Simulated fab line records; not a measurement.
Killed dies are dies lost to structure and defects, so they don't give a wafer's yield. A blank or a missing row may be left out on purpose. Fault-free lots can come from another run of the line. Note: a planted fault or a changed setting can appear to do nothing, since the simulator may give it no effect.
A lot that was struck, set against a sound lot ; flow gf180mcu ; 14 out of 602 route steps
Sound: the wafers L332.1, L332.5, L332.6. The struck wafers were L348.3, L348.4, L348.6. At the end, the cause is stated.
Each step with rows lists, per side, the tool, then ch with its chambers, then its first start. Under that, the readings that differ: sound wafers ; struck wafers ; difference of the means ; sigmas: that difference in standard deviations of wafers without a fault.
alike: a reading whose means differ by less than 2 such deviations, as well as words and numbers matching on both sides. not compared: withheld readings; readings where some wafer has no value; bounds like >300 that might hide an equal value; numbers whose values overlap and for which the record gives no deviation.
Wherever a step has rows on one side only, a row that says differs or no value, or a row with sigmas, the two part there. Non-overlapping numbers with no deviation appear without sigmas and do not part them. A reading missing from all wafers of one side parts the sides only when that side holds two or more wafers.

GF_M1_SPUTTER_01: material TiN, target thk 30 nm, time 25 s.
  sound on pvd sputter-03, day 18 01:38; struck on pvd sputter-03, day 23 11:42
  alike: throttle valve pct
GF_M1_SPUTTER_02: material AlCu, target thk 450 nm, time 23.9 s.
  sound on pvd sputter-03, day 18 01:40; struck on pvd sputter-03, day 23 11:44
  alike: throttle valve pct
GF_M1_SPUTTER_03: material Ti, target thk 10 nm, time 6.7 s.
  sound on pvd sputter-03, day 18 01:42; struck on pvd sputter-03, day 23 11:46
  alike: throttle valve pct
GF_M1_SPUTTER_04: material TiN, target thk 50 nm, time 41.7 s.
  sound on pvd sputter-03, day 18 01:43; struck on pvd sputter-03, day 23 11:47
  alike: throttle valve pct
GF_M1_RS_MEAS_05: measurement is done with a four-point probe.
  sound on film metro-04, day 18 01:46; struck on film metro-04, day 23 11:52
  alike: M1_ALCU_RS
GF_M1_THK_MEAS_06: measures by xrf.
  sound on film metro-04, day 18 01:53; struck on film metro-04, day 23 11:58
  alike: M1_ALCU_THK
then, 6 steps without rows for these wafers: GF_M1_DEHYDRATE_07 (time 60 s); GF_M1_HMDS_08 (prime time 60 s); GF_M1_COAT_09 (resist thk 1000 nm); GF_M1_SOFTBAKE_10 (time 60 s); GF_M1_EXPOSE_11 (exposes mask Metal1, target cd 230 nm); GF_M1_PEB_12 (peb time 90 s).
GF_M1_DEVELOP_13: develop time 60 s.
  sound on litho track-03 ch 0, day 19 01:14; struck on litho track-04, day 24 09:34
  no value came back on the struck wafers for chill plate temp C (C), develop time s (s); on the sound wafers chill plate temp C (C) reads 23.19 23.16 23.20
reading;sound;struck;difference;sigmas
model.KrF_of_M1_COAT_09.thk nm (nm);982.1 980.1 980.2;1002 1003 1002;+22;
GF_M1_CD_MEAS_14: target cd 230 nm.
  sound on cd sem-02, day 19 01:23; struck on cd sem-02, day 24 09:43
reading;sound;struck;difference;sigmas
cd nm (nm);228.9 230.3 229.8;- - -;no value on the struck wafers;

WHERE THEY PART
First at GF_M1_DEVELOP_13; last, within this record, at GF_M1_CD_MEAS_14.

WHY: the cause the simulator had injected
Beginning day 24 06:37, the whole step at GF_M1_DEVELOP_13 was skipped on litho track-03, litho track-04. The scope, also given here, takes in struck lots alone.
